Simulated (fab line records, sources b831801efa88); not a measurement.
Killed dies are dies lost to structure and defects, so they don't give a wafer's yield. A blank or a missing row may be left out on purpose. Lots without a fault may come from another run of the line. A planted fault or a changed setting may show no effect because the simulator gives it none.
Chamber matching | flow sky130 | SKY_CAPM_CVD_00 on pecvd-03: 3 sister chambers
The step deposits SiO2, target thk 15.5 nm. 6 wafers are shown with their chamber, then 11 later ones without.

WAFERS WITH THEIR CHAMBER
wafer  | chamber | heater_power_w (W)
L088.6 | 1       | 638
L090.3 | 2       | 691
L091.3 | 0       | 659
L091.5 | 0       | 644
L091.6 | 1       | 685
L094.1 | 2       | 648

WAFERS WITHOUT THEIR CHAMBER
wafer  | heater_power_w (W)
L094.2 | 641
L094.3 | 628
L095.1 | 636
L095.3 | 717
L095.6 | 704
L097.1 | 685
L097.2 | 611
L097.3 | 641
L097.4 | 694
L097.5 | 609
L097.6 | 628

WHICH CHAMBER EACH WENT THROUGH
wafer  | from the rows above          | in truth
L094.2 | can't be placed: 0 or 1 or 2 | 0
L094.3 | can't be placed: 0 or 1 or 2 | 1
L095.1 | can't be placed: 0 or 1 or 2 | 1
L095.3 | can't be placed: 2 or 1 or 0 | 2
L095.6 | can't be placed: 2 or 1 or 0 | 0
L097.1 | can't be placed: 2 or 1 or 0 | 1
L097.2 | can't be placed: 0 or 1 or 2 | 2
L097.3 | can't be placed: 0 or 1 or 2 | 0
L097.4 | can't be placed: 2 or 1 or 0 | 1
L097.5 | can't be placed: 0 or 1 or 2 | 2
L097.6 | can't be placed: 0 or 1 or 2 | 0
Placed correctly: 0 of 11. Can't be placed from these rows: 11 (the true chamber is among the candidates in 11). Placed wrongly: 0.
How it was worked out, from the rows above alone: a wafer's distance from a chamber is the root of the sum, over the readings, of the square of ((its reading less the chamber's mean) divided by the reading's scatter). The wafer belongs to the nearest chamber; if the next one is less than 2 further off, it can't be placed. A chamber's mean is the mean of its shown wafers. The scatter: the root of (the sum of the squares of (reading less its chamber's mean) over the shown wafers, divided by (wafers less chambers)).
